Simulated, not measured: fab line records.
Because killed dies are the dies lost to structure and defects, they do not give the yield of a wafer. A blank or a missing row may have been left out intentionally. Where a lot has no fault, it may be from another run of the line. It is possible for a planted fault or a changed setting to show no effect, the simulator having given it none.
Which tool was responsible? ; flow sky130 ; 12 lots, 36 wafers sampled, at 4 steps of a route of 708

WHAT EACH GAUGE READ, for each wafer
SKY_VIA1_BOW_MEAS_03.
lot;measured;on;VIA1_BOW (um)
L591;day 32 22:08;film-metro-02;78 81 78
L592;day 33 06:40;film-metro-04;77 76 93
L593;day 34 01:02;film-metro-03;82 69 82
L595;day 34 11:47;film-metro-04;84 84 91
L596;day 34 19:39;film-metro-03;88 83 80
L597;day 34 22:27;film-metro-02;77 68 75
L598;day 35 05:20;film-metro-04;69 65 81
L605;day 37 10:54;film-metro-04;79 77 77
L607;day 38 06:35;film-metro-03;64 78 77
L610;day 39 03:57;film-metro-04;87 76 82
L612;day 40 01:03;film-metro-03;78 88 75
L614;day 40 17:02;film-metro-03;73 81 82

SKY_VIA2_THK_MEAS_01.
lot;measured;on;VIA2_HDPCVD_THK (nm)
L591;day 35 06:28;film-metro-01;1176 1174 1175
L592;day 35 13:52;film-metro-03;1170 1181 1177
L593;day 36 09:05;film-metro-03;1192 1189 1176
L595;day 36 19:47;film-metro-04;1168 1174 1165
L596;day 37 02:27;film-metro-04;1186 1186 1192
L597;day 37 06:59;film-metro-01;1178 1167 1186
L598;day 37 12:46;film-metro-01;1175 1195 1180
L605;day 39 17:29;film-metro-04;1203 1188 1195
L607;day 40 11:35;film-metro-01;1432 1420 1178
L610;day 41 08:46;film-metro-01;1188 1188 1180
L612;day 42 05:23;film-metro-01;1189 1191 1188
L614;day 42 20:58;film-metro-03;1186 1205 1192

EACH LOT AND THE TOOL THAT RAN IT (in order: tool; ch and the chambers of the sampled wafers; start)
lot;SKY_VIA1_CMP_24;SKY_VIA2_HDPCVD_00
L591;cmp-01 ch 0,1,3, day 34 02:01;hdpcvd-02 ch 0,1,2, day 35 06:23
L592;cmp-02 ch 0,3, day 34 10:07;hdpcvd-01 ch 0,1,2, day 35 13:47
L593;cmp-02 ch 1,3, day 35 04:43;hdpcvd-01 ch 1,2, day 36 08:58
L595;cmp-01 ch 1,3, day 35 15:32;hdpcvd-02 ch 0,1, day 36 19:38
L596;cmp-01 ch 0,1,2, day 35 22:19;hdpcvd-01 ch 0,1,2, day 37 02:19
L597;cmp-01 ch 0,1,2, day 36 02:48;hdpcvd-01 ch 1,2, day 37 06:52
L598;cmp-01 ch 1,3, day 36 09:36;hdpcvd-01 ch 0,2, day 37 12:37
L605;cmp-01 ch 0,2,3, day 38 13:53;hdpcvd-02 ch 0,1,2, day 39 17:22
L607;cmp-02 ch 0,1, day 39 08:21;hdpcvd-01 ch 0,2, day 40 11:26
L610;cmp-02 ch 0,1,3, day 40 05:59;hdpcvd-02 ch 0,1, day 41 08:39
L612;cmp-01 ch 0,1,2, day 41 03:11;hdpcvd-02 ch 0,2, day 42 05:15
L614;cmp-02 ch 0,1,3, day 41 18:26;hdpcvd-02 ch 0,1,2, day 42 20:50
- SKY_VIA1_CMP_24: polishes, stops on SiO2, t overpolish 15 s, target thk 0 nm.
- SKY_VIA2_HDPCVD_00: deposits SiO2, target thk 1180 nm, time 196.7 s.

AS READ BY THE TOOLS THEMSELVES (means over the sampled wafers that have a number; for cases with no such wafer, the mark the record gives instead)
SKY_VIA1_CMP_24.
lot;tool;motor-current-A (A);overpolish-run-s (s);time-to-endpoint-s (s)
L591;cmp-01;11.2;14.997;72
L592;cmp-02;10.6;15.008;66
L593;cmp-02;11.3;15.004;64
L595;cmp-01;11.6;15.003;69
L596;cmp-01;9.9;14.998;66
L597;cmp-01;10.1;15.003;66
L598;cmp-01;12.1;15.000;69
L605;cmp-01;10.4;15.006;67
L607;cmp-02;10.2;15.002;60
L610;cmp-02;11.0;15.005;65
L612;cmp-01;10.4;14.998;68
L614;cmp-02;10.8;14.993;67

SKY_VIA2_HDPCVD_00.
lot;tool;sih4-flow-sccm (sccm)
L591;hdpcvd-02;60.10
L592;hdpcvd-01;59.80
L593;hdpcvd-01;59.91
L595;hdpcvd-02;59.89
L596;hdpcvd-01;60.09
L597;hdpcvd-01;60.13
L598;hdpcvd-01;59.82
L605;hdpcvd-02;60.05
L607;hdpcvd-01;68.25
L610;hdpcvd-02;60.07
L612;hdpcvd-02;59.98
L614;hdpcvd-02;60.02

THE ANSWER, worked out from the rows above alone
Rule: what is usual is taken from the lots themselves. The widest of any qualifying gaps counts: lots, ordered by their means at a reading, are off when they make up no more than a third of the lots, leave a main group of 4 or more, and stand apart from it by 3 or more times the standard deviation of that group's means. Not used: any main group whose means are identical at the precision the tables above print for the reading. A lot without any number at a reading at which 4 lots or more have one is off too. Where the step has rows for the other lots, those lots are counted as sound. After the gauges, taken in route order, come the tools' own readings; for these a lot's mean is taken, as printed above. At the first step where some lot is off, the reading lying furthest off is the one used; lots without a number count as furthest.
Off: L607, at SKY_VIA2_THK_MEAS_01 (VIA2_HDPCVD_THK). For the main group the mean is 1183 nm and the standard deviation 8.
If a tool, at a process step before that reading, ran all the lots that are off and no sound lot after the first of them, it fits. The gauges at SKY_VIA2_THK_MEAS_01 aren't tried: what is off there is off at SKY_VIA2_HDPCVD_00 too, on other tools, and a gauge's error can't cause that. One fits: SKY_VIA2_HDPCVD_00 on hdpcvd-01. A fault onset in the window from L598 (day 37 12:37, its last sound lot) to L607 (day 40 11:26, its first lot off) fits.
The tool's own readings at SKY_VIA2_HDPCVD_00 bear it out: on the lots that are off they differ by more than 5 times the standard deviation of the sound lots' means. sih4-flow-sccm reads 68.25 sccm there against 59.99 sccm on the sound lots.

WHAT THE SIMULATOR HAD PUT IN
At SKY_VIA2_HDPCVD_00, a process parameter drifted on hdpcvd-01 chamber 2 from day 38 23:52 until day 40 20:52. From 60, the setting sih4-flow-sccm moved by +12. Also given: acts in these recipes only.
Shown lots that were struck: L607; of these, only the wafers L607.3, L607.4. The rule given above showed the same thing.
